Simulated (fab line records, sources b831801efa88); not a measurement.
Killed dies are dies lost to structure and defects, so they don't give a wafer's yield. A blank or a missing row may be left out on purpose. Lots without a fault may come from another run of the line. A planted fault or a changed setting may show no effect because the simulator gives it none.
A struck lot beside a sound one | flow gf180mcu | 25 steps out of a route of 602
Sound: wafers L215.1, L215.5, L215.6. Struck: wafers L208.2, L208.4, L208.5. The cause comes at the end.
At each step with rows: each side's tool, then ch and its chambers, then its first start. Under that, the readings that differ: sound wafers | struck wafers | difference of the means | sigmas: that difference in standard deviations of wafers without a fault.
alike: readings whose means differ by less than 2 such deviations, and words and numbers that are the same on both sides. not compared: withheld readings, readings that some wafer has no value for, bounds like >300 that may hide the same value, and numbers for which the record gives no deviation and whose values overlap.
The two part at a step that has a row with sigmas, a row that says differs or no value, or rows on one side only. Numbers that don't overlap but have no deviation are shown without sigmas and don't part them. A reading that every wafer of one side lacks parts them only if that side has two wafers or more.

first, 1 step without rows for these wafers: GF_VT_IMPLANT_IMPLANT_19.
GF_VT_IMPLANT_STRIP_20: strips in O2/N2.
  sound on plasma_asher-02 ch 0,1, day 11 04:35; struck on plasma_asher-03 ch 0,1, day 9 05:21
  alike: chamber_pressure_mTorr, drypump_motor_current_A, heater_power_w, oes_product_au, platen_temp_c, strip_time_to_endpoint_s
  not compared: rf_hours_counter_h
GF_VT_IMPLANT_TW_MEAS_21:
  sound on film_metro-04, day 11 04:41; struck on film_metro-03, day 9 05:28
  reading         | sound          | struck         | difference | sigmas
  VT_IMPLANT_2_TW | 1231 1233 1228 | 1203 1205 1203 | -27        | -2
then, 7 steps without rows for these wafers: GF_VT_IMPLANT_DEHYDRATE_22 (time 60 s); GF_VT_IMPLANT_HMDS_23 (prime time 60 s); GF_VT_IMPLANT_COAT_24 (resist thk 1000 nm); GF_VT_IMPLANT_SOFTBAKE_25 (time 60 s); GF_VT_IMPLANT_EXPOSE_26 (exposes mask LVPWELL HV AREA, target cd 860 nm); GF_VT_IMPLANT_PEB_27; GF_VT_IMPLANT_DEVELOP_28 (develop time 60 s).
GF_VT_IMPLANT_OVL_MEAS_29:
  sound on overlay-01, day 11 23:04; struck on overlay-02, day 9 23:25
  alike: VT_IMPLANT_02_OVL
then, 1 step without rows for these wafers: GF_VT_IMPLANT_IMPLANT_30.
GF_VT_IMPLANT_STRIP_31: strips in O2/N2.
  sound on plasma_asher-02 ch 0,1, day 11 23:14; struck on plasma_asher-02 ch 0,1, day 9 23:35
  no value came back on the struck wafers for any of 6 readings (chamber_pressure_mTorr (mTorr), drypump_motor_current_A (A) and others); on the sound wafers chamber_pressure_mTorr (mTorr) reads 1499.6 1499.0 1497.7
  reading                                         | sound | struck         | difference | sigmas
  model.NOVOLAK_of_VT_IMPLANT_COAT_24.thk_nm (nm) | 0 0 0 | 1002 1000 1001 | +1001      |
  not compared: rf_hours_counter_h
GF_VT_IMPLANT_TW_MEAS_32:
  sound on film_metro-03, day 11 23:20; struck on film_metro-02, day 9 23:42
  alike: VT_IMPLANT_3_TW
then, 7 steps without rows for these wafers: GF_VT_IMPLANT_DEHYDRATE_33 (time 60 s); GF_VT_IMPLANT_HMDS_34 (prime time 60 s); GF_VT_IMPLANT_COAT_35 (resist thk 1000 nm); GF_VT_IMPLANT_SOFTBAKE_36 (time 60 s); GF_VT_IMPLANT_EXPOSE_37 (exposes mask Nwell HV AREA, target cd 860 nm); GF_VT_IMPLANT_PEB_38; GF_VT_IMPLANT_DEVELOP_39 (develop time 60 s).
GF_VT_IMPLANT_OVL_MEAS_40:
  sound on overlay-01, day 12 21:52; struck on overlay-01, day 10 17:36
  alike: VT_IMPLANT_03_OVL
then, 1 step without rows for these wafers: GF_VT_IMPLANT_IMPLANT_41.
GF_VT_IMPLANT_STRIP_42: strips in O2/N2.
  sound on plasma_asher-01 ch 0,1, day 12 22:02; struck on plasma_asher-02 ch 0,1, day 10 17:47
  reading                      | sound             | struck            | difference | sigmas
  oes_product_au (a.u.)        | 0.710 0.712 0.715 | 0.725 0.724 0.719 | +0.010     | +2
  strip_time_to_endpoint_s (s) | 12.67 12.63 12.63 | 27.61 27.66 27.62 | +14.99     | +99 or more
  alike: chamber_pressure_mTorr, drypump_motor_current_A, heater_power_w, platen_temp_c
  not compared: rf_hours_counter_h
GF_VT_IMPLANT_TW_MEAS_43:
  sound on film_metro-04, day 12 22:08; struck on film_metro-04, day 10 18:07
  reading         | sound       | struck   | difference | sigmas
  VT_IMPLANT_4_TW | 700 698 699 | 30 30 30 | -669       | -99 or more
  not compared: hold

WHERE THEY PART
First at GF_VT_IMPLANT_TW_MEAS_21; last, within this record, at GF_VT_IMPLANT_TW_MEAS_43.

WHY: what the simulator had put in
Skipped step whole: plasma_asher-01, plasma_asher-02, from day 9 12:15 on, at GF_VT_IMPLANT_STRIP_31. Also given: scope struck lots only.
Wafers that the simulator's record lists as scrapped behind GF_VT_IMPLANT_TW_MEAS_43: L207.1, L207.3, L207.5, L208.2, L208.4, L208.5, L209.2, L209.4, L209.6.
